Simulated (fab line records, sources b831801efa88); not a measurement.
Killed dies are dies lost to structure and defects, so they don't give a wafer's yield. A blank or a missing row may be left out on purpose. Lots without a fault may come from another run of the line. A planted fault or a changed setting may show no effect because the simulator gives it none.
fab line records | flow sky130 | part 1 of 2: steps 1 to 23 of 34
record lots=5 wafers=15 last_day=51
route steps=708 shown NWELL@59 PWDE@84 VT_ADJUST_HVTP@85
lots that met no fault: from a run of the same line without faults
start_h: hours from the record's first day to the start of the lot's first wafer shown | wait_h: hours since the lot's step before | " the same as in the row above | L1.1+2: a row that stands for several wafers | - no value, or no start given | * or withheld: withheld | < > ~ a bound
route shown NAME@n: a module of which the file shows steps, and the number in the route of the first | usual: mean/standard deviation of fault-free wafers | same: alike in all rows | chamber/n: place in a boat | sites: the reading at each site | _std_site: their standard deviation | _edge_site: outer sites' mean less inner sites' | radius_mm: how far each site lies from the wafer's centre | mask NAME#n: copy n | behind: the tool/chamber that last shaped the wafer | hold: why the lot was held/for how many hours/how that ended | device: the transistor (n, p or np) that didn't switch | end of line: the same wafers' tests at the end of the route | a step without rows: its recipe alone | killed: dies lost to structure and defects at the first sort, not the wafer's yield | map: a wafer's dies, x killed, . not, _ none there
set.NAME: the setting as run; set.NAME@STEP: as run at that earlier step | model.NAME: the simulator's own value behind a step, which no gauge read
lots at some steps of the route; a table a step, a row a wafer
services: from which hour (start_h, from the record's first day; less than 0 if before it) a tool's chamber was out of use, for how many hours, and why
## steps
# step SKY_NWELL_SOFTBAKE_06
# recipe temp_c=110 time_s=withheld
# usual heater_power_total_W=65.33/0.13
# columns lot.wafer tool chamber start_h wait_h heater_power_total_W
L078.1 litho_track-03 0 110.49 0.1 65.28
L078.2 " 0 " " 65.46
L078.3 " 0 " " 65.53
L083.1 litho_track-03 0 131.69 0.1 65.60
L083.3 " 0 " " 65.23
L083.5 " 0 " " 65.36
L084.3 litho_track-01 0 141.17 0.1 65.45
L084.4 " 0 " " 65.29
L084.6 " 0 " " 65.58
L087.1 litho_track-03 0 163.24 0.1 65.52
L087.2 " 0 " " 65.29
L087.5 " 0 " " 65.06
L097.4 litho_track-01 0 214.26 0.1 65.39
L097.5 " 0 " " 65.16
L097.6 " 0 " " 65.12
# step SKY_NWELL_EXPOSE_07
# recipe mask_id=NWM na=0.6 source_shape=conventional sigma_outer=0.6 polarization=unpolarized target_cd_nm=840 dose_mj=255
# usual exposure_dose_mJ_cm2=255.00/0.23
# columns lot.wafer tool chamber start_h wait_h mask exposure_dose_mJ_cm2
L078.1 iline_stepper-02 0 - - NWM#0 255.43
L078.2 " 0 " " NWM#0 255.26
L078.3 " 0 " " NWM#0 255.57
L083.1 iline_stepper-01 0 - - NWM#0 254.85
L083.3 " 0 " " NWM#0 254.81
L083.5 " 0 " " NWM#0 255.13
L084.3 iline_stepper-01 0 - - NWM#0 254.91
L084.4 " 0 " " NWM#0 254.86
L084.6 " 0 " " NWM#0 254.86
L087.1 iline_stepper-02 0 - - NWM#0 255.32
L087.2 " 0 " " NWM#0 255.27
L087.5 " 0 " " NWM#0 255.22
L097.4 iline_stepper-01 0 - - NWM#0 255.30
L097.5 " 0 " " NWM#0 255.01
L097.6 " 0 " " NWM#0 255.34
# step SKY_NWELL_PEB_08
# recipe temp_c=115 time_s=withheld
# usual heater_power_total_W=69.34/0.13
# columns lot.wafer tool chamber start_h wait_h heater_power_total_W
L078.1 litho_track-03 0 - - 69.33
L078.2 " 0 " " 69.21
L078.3 " 0 " " 69.43
L083.1 litho_track-02 0 - - 69.26
L083.3 " 0 " " 69.39
L083.5 " 0 " " 69.50
L084.3 litho_track-02 0 - - 69.48
L084.4 " 0 " " 69.44
L084.6 " 0 " " 69.55
L087.1 litho_track-02 0 - - 69.35
L087.2 " 0 " " 69.22
L087.5 " 0 " " 69.15
L097.4 litho_track-02 0 - - 69.32
L097.5 " 0 " " 69.52
L097.6 " 0 " " 69.34
# step SKY_NWELL_DEVELOP_09
# recipe wall_angle_deg=90 developer=TMAH develop_time_s=60 dev_temp_c=23
# columns lot.wafer tool chamber start_h wait_h
L078.1+2+3 litho_track-03 0 - -
L083.1+3+5 litho_track-02 0 - -
L084.3+4+6 litho_track-02 0 - -
L087.1+2+5 litho_track-02 0 - -
L097.4+5+6 litho_track-02 0 - -
# step SKY_NWELL_OVL_MEAS_10
# usual NWELL_00_OVL=0.1/1.2
# columns lot.wafer tool chamber start_h wait_h NWELL_00_OVL[nm]
L078.1 overlay-01 - 120.49 - 0.5
L078.2 " - " " 2.0
L078.3 " - " " 1.0
L083.1 overlay-01 - 142.45 - -0.7
L083.3 " - " " -1.9
L083.5 " - " " 0.7
L084.3 overlay-02 - 151.71 - 0.1
L084.4 " - " " 1.0
L084.6 " - " " -1.6
L087.1 overlay-01 - 174.50 - -1.9
L087.2 " - " " -0.8
L087.5 " - " " -0.9
L097.4 overlay-02 - 225.27 - -0.9
L097.5 " - " " 1.3
L097.6 " - " " 0.5
# step SKY_NWELL_IMPLANT_11
# recipe species=P energy_kev=400 dose_cm2=1.9e+13 tilt_deg=withheld
# usual beam_energy_keV=400.02/0.12 dose_ions_cm2=1.9e+13/1.9e+10 end_station_pressure_torr=5.11e-06/2.6e-07
# columns lot.wafer tool chamber start_h wait_h beam_energy_keV dose_ions_cm2 end_station_pressure_torr
L078.1 implanter-02 0 120.52 0.0 400.06 1.9004e+13 5.12e-06
L078.2 " 0 " " 399.96 1.902e+13 5.56e-06
L078.3 " 0 " " 400.00 1.8987e+13 4.62e-06
L083.1 implanter-04 0 142.49 0.0 400.10 1.8992e+13 4.96e-06
L083.3 " 0 " " 400.00 1.9012e+13 5.03e-06
L083.5 " 0 " " 399.96 1.9015e+13 5.09e-06
L084.3 implanter-04 0 151.79 0.1 400.01 1.8986e+13 5.22e-06
L084.4 " 0 " " 400.05 1.899e+13 4.97e-06
L084.6 " 0 " " 399.95 1.8994e+13 5.12e-06
L087.1 implanter-02 0 174.54 0.0 399.99 1.8971e+13 5.33e-06
L087.2 " 0 " " 399.79 1.9009e+13 5.05e-06
L087.5 " 0 " " 399.91 1.9002e+13 4.97e-06
L097.4 implanter-04 0 225.36 0.1 399.79 1.901e+13 5.03e-06
L097.5 " 0 " " 399.99 1.9026e+13 4.8e-06
L097.6 " 0 " " 400.03 1.9e+13 4.97e-06
# step SKY_NWELL_IMPLANT_12
# recipe species=P energy_kev=120 dose_cm2=1.3e+12 tilt_deg=withheld
# usual beam_energy_keV=120.00/0.035 dose_ions_cm2=1.2998e+12/1.3e+09 end_station_pressure_torr=5.01e-06/2.5e-07
# columns lot.wafer tool chamber start_h wait_h beam_energy_keV dose_ions_cm2 end_station_pressure_torr
L078.1 implanter-02 0 120.67 0.1 120.02 1.3013e+12 4.74e-06
L078.2 " 0 " " 120.00 1.3009e+12 5.19e-06
L078.3 " 0 " " 120.02 1.2999e+12 4.77e-06
L083.1 implanter-04 0 142.64 0.1 119.98 1.2983e+12 4.67e-06
L083.3 " 0 " " 120.05 1.3007e+12 4.9e-06
L083.5 " 0 " " 120.04 1.3002e+12 5.51e-06
L084.3 implanter-04 0 151.94 0.1 119.95 1.2982e+12 4.84e-06
L084.4 " 0 " " 119.94 1.2988e+12 5.2e-06
L084.6 " 0 " " 119.97 1.2998e+12 4.81e-06
L087.1 implanter-02 0 174.69 0.1 119.99 1.2982e+12 4.87e-06
L087.2 " 0 " " 120.02 1.2987e+12 5.25e-06
L087.5 " 0 " " 119.97 1.2981e+12 5.41e-06
L097.4 implanter-04 0 225.51 0.1 119.99 1.3011e+12 5.33e-06
L097.5 " 0 " " 120.00 1.2998e+12 4.9e-06
L097.6 " 0 " " 119.98 1.3002e+12 4.94e-06
# step SKY_NWELL_IMPLANT_13
# recipe species=P energy_kev=50 dose_cm2=7e+11 tilt_deg=withheld
# usual beam_energy_keV=50.003/0.015 dose_ions_cm2=7e+11/8e+08 end_station_pressure_torr=5.02e-06/2.6e-07
# columns lot.wafer tool chamber start_h wait_h beam_energy_keV dose_ions_cm2 end_station_pressure_torr
L078.1 implanter-02 0 120.82 0.1 49.979 7.009e+11 4.84e-06
L078.2 " 0 " " 50.005 7.005e+11 5e-06
L078.3 " 0 " " 49.997 7.007e+11 5.16e-06
L083.1 implanter-04 0 142.79 0.1 50.004 7e+11 5.16e-06
L083.3 " 0 " " 50.030 6.992e+11 5.19e-06
L083.5 " 0 " " 50.000 7.008e+11 4.73e-06
L084.3 implanter-04 0 152.09 0.1 50.003 7.006e+11 5.54e-06
L084.4 " 0 " " 50.008 7.006e+11 5.03e-06
L084.6 " 0 " " 49.997 6.997e+11 5.03e-06
L087.1 implanter-02 0 174.84 0.1 50.034 7.01e+11 5.03e-06
L087.2 " 0 " " 50.036 7.015e+11 5.24e-06
L087.5 " 0 " " 50.038 7.016e+11 5.92e-06
L097.4 implanter-04 0 225.66 0.1 49.995 7.011e+11 4.86e-06
L097.5 " 0 " " 50.005 7.009e+11 4.86e-06
L097.6 " 0 " " 49.992 7.001e+11 5.18e-06
# step SKY_NWELL_STRIP_14
# recipe chemistry=O2/N2 power_w=1400 pressure_mtorr=1500 platen_temp_c=withheld o2_flow_sccm=3000 n2_flow_sccm=300 overash_fraction=0.5
# usual drypump_motor_current_A=5.6/0.65 n2_flow_sccm=300.0/1 oes_product_au=0.722/0.0048 strip_time_to_endpoint_s=36.97/0.088
# same overash_fraction=0.5
# columns lot.wafer tool chamber start_h wait_h drypump_motor_current_A n2_flow_sccm oes_product_au rf_hours_counter_h strip_time_to_endpoint_s
L078.1 plasma_asher-04 1 120.97 0.1 5.4 299.1 0.723 39 36.92
L078.2 " 0 " " 5.8 300.7 0.724 39 36.92
L078.3 " 1 " " 5.4 299.3 0.724 - 37.02
L083.1 plasma_asher-04 0 142.94 0.1 5.8 300.0 0.725 41 37.06
L083.3 " 0 " " 5.8 299.2 0.726 - 36.98
L083.5 " 1 " " 5.4 300.4 0.729 - 37.15
L084.3 plasma_asher-03 0 152.22 0.1 5.8 300.6 0.723 - 37.09
L084.4 " 1 " " 5.1 299.7 0.730 - 37.04
L084.6 " 0 " " 5.8 299.2 0.730 - 36.94
L087.1 plasma_asher-02 0 174.99 0.1 4.8 299.0 0.712 6 36.91
L087.2 " 1 " " 6.6 300.1 0.727 6 36.90
L087.5 " 0 " " 4.8 299.0 0.727 - 36.89
L097.4 plasma_asher-02 0 225.77 0.1 4.8 300.5 0.719 - 36.93
L097.5 " 0 " " 4.8 300.6 0.723 - 36.99
L097.6 " 1 " " 6.7 300.0 0.719 - 37.00
# step SKY_NWELL_TW_MEAS_15
# usual NWELL_TW=1832/9
# columns lot.wafer tool chamber start_h wait_h NWELL_TW
L078.1 film_metro-03 - 121.07 0.1 1839
L078.2 " - " " 1831
L078.3 " - " " 1828
L083.1 film_metro-02 - 143.04 0.1 1836
L083.3 " - " " 1837
L083.5 " - " " 1846
L084.3 film_metro-04 - 152.31 0.1 1839
L084.4 " - " " 1835
L084.6 " - " " 1844
L087.1 film_metro-02 - 175.09 0.1 1834
L087.2 " - " " 1826
L087.5 " - " " 1837
L097.4 film_metro-03 - 225.87 0.1 1822
L097.5 " - " " 1834
L097.6 " - " " 1822
# step SKY_NWELL_DEHYDRATE_16
# recipe temp_c=200 time_s=60
# usual heater_power_total_W=160.37/0.13
# columns lot.wafer tool chamber start_h wait_h heater_power_total_W
L078.1 litho_track-02 0 130.20 9.1 160.61
L078.2 " 0 " " 160.28
L078.3 " 0 " " 160.20
L083.1 litho_track-01 0 152.41 9.4 160.51
L083.3 " 0 " " 160.32
L083.5 " 0 " " 160.37
L084.3 litho_track-01 0 162.56 10.2 160.17
L084.4 " 0 " " 160.54
L084.6 " 0 " " 160.42
L087.1 litho_track-01 0 185.36 10.3 160.20
L087.2 " 0 " " 160.22
L087.5 " 0 " " 160.45
L097.4 litho_track-01 0 237.48 11.6 160.45
L097.5 " 0 " " 160.54
L097.6 " 0 " " 160.53
# step SKY_NWELL_HMDS_17
# recipe prime_time_s=60 prime_temp_c=120
# columns lot.wafer tool chamber start_h wait_h
L078.1+2+3 litho_track-02 0 130.35 0.1
L083.1+3+5 litho_track-01 0 152.56 0.1
L084.3+4+6 litho_track-01 0 162.71 0.1
L087.1+2+5 litho_track-01 0 185.51 0.1
L097.4+5+6 litho_track-01 0 237.63 0.1
# step SKY_NWELL_COAT_18
# recipe spin_rpm=2000 resist_thk_nm=3000
# usual spin_speed_rpm=2000.0/1.7
# columns lot.wafer tool chamber start_h wait_h spin_speed_rpm
L078.1 litho_track-02 0 130.50 0.1 2001.5
L078.2 " 0 " " 2001.3
L078.3 " 0 " " 2004.3
L083.1 litho_track-01 0 152.71 0.1 1996.7
L083.3 " 0 " " 2000.9
L083.5 " 0 " " 1999.1
L084.3 litho_track-01 0 162.86 0.1 2000.0
L084.4 " 0 " " 1999.8
L084.6 " 0 " " 2002.3
L087.1 litho_track-01 0 185.66 0.1 2000.6
L087.2 " 0 " " 2002.3
L087.5 " 0 " " 2000.0
L097.4 litho_track-01 0 237.78 0.1 2000.4
L097.5 " 0 " " 1999.1
L097.6 " 0 " " 2000.2
# step SKY_NWELL_SOFTBAKE_19
# recipe temp_c=110 time_s=withheld
# usual heater_power_total_W=65.32/0.14
# columns lot.wafer tool chamber start_h wait_h heater_power_total_W
L078.1 litho_track-02 0 130.65 0.1 65.06
L078.2 " 0 " " 65.13
L078.3 " 0 " " 65.24
L083.1 litho_track-01 0 152.86 0.1 65.13
L083.3 " 0 " " 65.49
L083.5 " 0 " " 65.10
L084.3 litho_track-01 0 163.02 0.1 65.39
L084.4 " 0 " " 65.29
L084.6 " 0 " " 65.36
L087.1 litho_track-01 0 185.81 0.1 65.43
L087.2 " 0 " " 65.47
L087.5 " 0 " " 65.36
L097.4 litho_track-01 0 237.96 0.1 65.36
L097.5 " 0 " " 65.12
L097.6 " 0 " " 65.34
# step SKY_NWELL_EXPOSE_20
# recipe mask_id=NWM_COMPLEMENT na=0.6 source_shape=conventional sigma_outer=0.6 polarization=unpolarized target_cd_nm=840 dose_mj=260
# usual exposure_dose_mJ_cm2=260.03/0.27
# columns lot.wafer tool chamber start_h wait_h mask exposure_dose_mJ_cm2
L078.1 iline_stepper-01 0 - - NWM_COMPLEMENT#0 259.96
L078.2 " 0 " " NWM_COMPLEMENT#0 259.87
L078.3 " 0 " " NWM_COMPLEMENT#0 260.55
L083.1 iline_stepper-01 0 - - NWM_COMPLEMENT#0 260.14
L083.3 " 0 " " NWM_COMPLEMENT#0 260.29
L083.5 " 0 " " NWM_COMPLEMENT#0 259.60
L084.3 iline_stepper-01 0 - - NWM_COMPLEMENT#0 259.97
L084.4 " 0 " " NWM_COMPLEMENT#0 260.01
L084.6 " 0 " " NWM_COMPLEMENT#0 259.76
L087.1 iline_stepper-01 0 - - NWM_COMPLEMENT#0 259.89
L087.2 " 0 " " NWM_COMPLEMENT#0 260.03
L087.5 " 0 " " NWM_COMPLEMENT#0 259.60
L097.4 iline_stepper-01 0 - - NWM_COMPLEMENT#0 259.93
L097.5 " 0 " " NWM_COMPLEMENT#0 259.95
L097.6 " 0 " " NWM_COMPLEMENT#0 259.82
# step SKY_NWELL_PEB_21
# recipe temp_c=115 time_s=withheld
# usual heater_power_total_W=69.33/0.13
# columns lot.wafer tool chamber start_h wait_h heater_power_total_W
L078.1 litho_track-02 0 - - 69.24
L078.2 " 0 " " 69.47
L078.3 " 0 " " 69.33
L083.1 litho_track-01 0 - - 69.45
L083.3 " 0 " " 69.15
L083.5 " 0 " " 69.15
L084.3 litho_track-01 0 - - 69.21
L084.4 " 0 " " 69.22
L084.6 " 0 " " 69.49
L087.1 litho_track-01 0 - - 69.47
L087.2 " 0 " " 69.54
L087.5 " 0 " " 69.12
L097.4 litho_track-01 0 - - 69.28
L097.5 " 0 " " 69.28
L097.6 " 0 " " 69.27
# step SKY_NWELL_DEVELOP_22
# recipe wall_angle_deg=90 developer=TMAH develop_time_s=60 dev_temp_c=23
# columns lot.wafer tool chamber start_h wait_h
L078.1+2+3 litho_track-02 0 - -
L083.1+3+5 litho_track-01 0 - -
L084.3+4+6 litho_track-01 0 - -
L087.1+2+5 litho_track-01 0 - -
L097.4+5+6 litho_track-01 0 - -
# step SKY_NWELL_OVL_MEAS_23
# usual NWELL_01_OVL=-0.4/1.4
# columns lot.wafer tool chamber start_h wait_h NWELL_01_OVL[nm]
L078.1 overlay-02 - 141.50 - -1.4
L078.2 " - " " -1.1
L078.3 " - " " -3.1
L083.1 overlay-02 - 163.51 - -1.1
L083.3 " - " " -0.5
L083.5 " - " " -0.1
L084.3 overlay-02 - 174.22 - 0.8
L084.4 " - " " 0.1
L084.6 " - " " -0.5
L087.1 overlay-01 - 196.61 - 1.3
L087.2 " - " " 1.6
L087.5 " - " " 1.1
L097.4 overlay-01 - 249.88 - -1.6
L097.5 " - " " -3.6
L097.6 " - " " -1.8
# step SKY_NWELL_IMPLANT_24
# recipe species=B energy_kev=140 dose_cm2=9.2e+12 tilt_deg=withheld
# usual beam_energy_keV=140.01/0.042 dose_ions_cm2=9.199e+12/1e+10 end_station_pressure_torr=4.99e-06/2.5e-07
# columns lot.wafer tool chamber start_h wait_h beam_energy_keV dose_ions_cm2 end_station_pressure_torr
L078.1 implanter-03 0 141.54 0.0 139.98 9.174e+12 5.13e-06
L078.2 " 0 " " 139.97 9.187e+12 5.05e-06
L078.3 " 0 " " 139.99 9.207e+12 4.72e-06
L083.1 implanter-04 0 163.54 0.0 140.03 9.192e+12 4.87e-06
L083.3 " 0 " " 140.05 9.207e+12 4.57e-06
L083.5 " 0 " " 139.96 9.192e+12 5.08e-06
L084.3 implanter-03 0 174.29 0.1 140.03 9.203e+12 4.81e-06
L084.4 " 0 " " 140.00 9.203e+12 4.57e-06
L084.6 " 0 " " 140.04 9.199e+12 4.8e-06
L087.1 implanter-02 0 196.64 0.0 139.97 9.207e+12 5.11e-06
L087.2 " 0 " " 139.92 9.215e+12 4.91e-06
L087.5 " 0 " " 140.00 9.198e+12 4.82e-06
L097.4 implanter-02 0 249.97 0.1 139.98 9.195e+12 4.91e-06
L097.5 " 0 " " 140.00 9.195e+12 4.65e-06
L097.6 " 0 " " 140.01 9.207e+12 4.6e-06
# step SKY_NWELL_STRIP_25
# recipe chemistry=O2/N2 power_w=1400 pressure_mtorr=1500 platen_temp_c=withheld o2_flow_sccm=3000 n2_flow_sccm=300 overash_fraction=0.5
# usual drypump_motor_current_A=5.6/0.63 n2_flow_sccm=299.9/0.86 oes_product_au=0.722/0.0047 strip_time_to_endpoint_s=36.94/0.096
# same overash_fraction=0.5
# columns lot.wafer tool chamber start_h wait_h drypump_motor_current_A n2_flow_sccm oes_product_au rf_hours_counter_h strip_time_to_endpoint_s
L078.1 plasma_asher-03 0 141.69 0.1 5.7 299.4 0.726 33 36.88
L078.2 " 1 " " 5.1 300.2 0.728 33 37.02
L078.3 " 1 " " 5.1 298.6 0.718 - 36.88
L083.1 plasma_asher-02 0 163.69 0.1 4.8 300.3 0.723 5 36.82
L083.3 " 0 " " 4.8 299.6 0.725 - 36.80
L083.5 " 1 " " 6.6 300.2 0.718 - 36.84
L084.3 plasma_asher-02 0 174.43 0.1 4.8 298.4 0.710 - 37.19
L084.4 " 1 " " 6.7 300.5 0.729 - 37.33
L084.6 " 1 " " 6.7 300.2 0.726 - 37.23
L087.1 plasma_asher-04 1 196.79 0.1 5.4 300.7 0.720 47 36.86
L087.2 " 0 " " 5.8 300.0 0.729 47 36.91
L087.5 " 0 " " 5.8 299.4 0.720 - 36.85
L097.4 plasma_asher-04 0 250.08 0.1 5.8 299.7 0.723 - 37.09
L097.5 " 0 " " 5.8 300.1 0.722 - 36.94
L097.6 " 1 " " 5.4 298.6 0.720 - 36.99
# step SKY_NWELL_TW_MEAS_26
# usual NWELL_2_TW=499.7/2.2
# columns lot.wafer tool chamber start_h wait_h NWELL_2_TW
L078.1 film_metro-04 - 141.79 0.1 498.1
L078.2 " - " " 494.9
L078.3 " - " " 498.2
L083.1 film_metro-04 - 163.79 0.1 498.4
L083.3 " - " " 497.6
L083.5 " - " " 499.9
L084.3 film_metro-02 - 174.51 0.1 499.2
L084.4 " - " " 500.3
L084.6 " - " " 500.6
L087.1 film_metro-03 - 196.89 0.1 508.4
L087.2 " - " " 502.4
L087.5 " - " " 503.2
L097.4 film_metro-02 - 250.17 0.1 503.7
L097.5 " - " " 503.6
L097.6 " - " " 502.1
# step SKY_NWELL_CLEAN_27
# recipe chemistry=SC1/SC2 mix=1:4:20 temp_c=70 time_s=150 dry=n2_spin
# columns lot.wafer tool chamber start_h wait_h
L078.1+2+3 wet_bench-04 1 141.85 0.1
L083.1+3+5 wet_bench-04 1 163.85 0.1
L084.3+4+6 wet_bench-04 0 174.55 0.0
L087.1+2+5 wet_bench-02 1 196.95 0.1
L097.4+5+6 wet_bench-02 1 250.20 0.0
# step SKY_NWELL_RTA_28
# recipe temp_c=1050 time_s=30 idle_temp_c=650 ramp_up_c_per_s=150 ramp_down_c_per_s=90 ambient=N2
# usual anneal_temp_c_max=1054.0/0.8 lamp_power_pct=25.30/0.054 wafer_temp_C_max=1054.9/0.82
# columns lot.wafer tool chamber start_h wait_h anneal_temp_c_max lamp_power_pct wafer_temp_C_max
L078.1 rtp_anneal-02 0 141.90 0.0 1054.2 25.24 1053.4
L078.2 " 0 " " 1055.2 25.28 1055.2
L078.3 " 0 " " 1054.9 25.29 1055.2
L083.1 rtp_anneal-02 0 163.90 0.0 1053.8 25.28 1054.9
L083.3 " 0 " " 1054.7 25.37 1056.4
L083.5 " 0 " " 1054.6 25.26 1054.0
L084.3 rtp_anneal-02 0 174.64 0.0 1054.0 25.31 1054.6
L084.4 " 0 " " 1053.1 25.27 1056.0
L084.6 " 0 " " 1053.0 25.30 1054.7
L087.1 rtp_anneal-01 0 197.00 0.0 1054.2 25.33 1054.6
L087.2 " 0 " " 1054.6 25.37 1054.9
L087.5 " 0 " " 1052.9 25.34 1053.9
L097.4 rtp_anneal-02 0 250.30 0.1 1054.6 25.27 1055.1
L097.5 " 0 " " 1053.1 25.22 1054.0
L097.6 " 0 " " 1053.7 25.25 1054.4
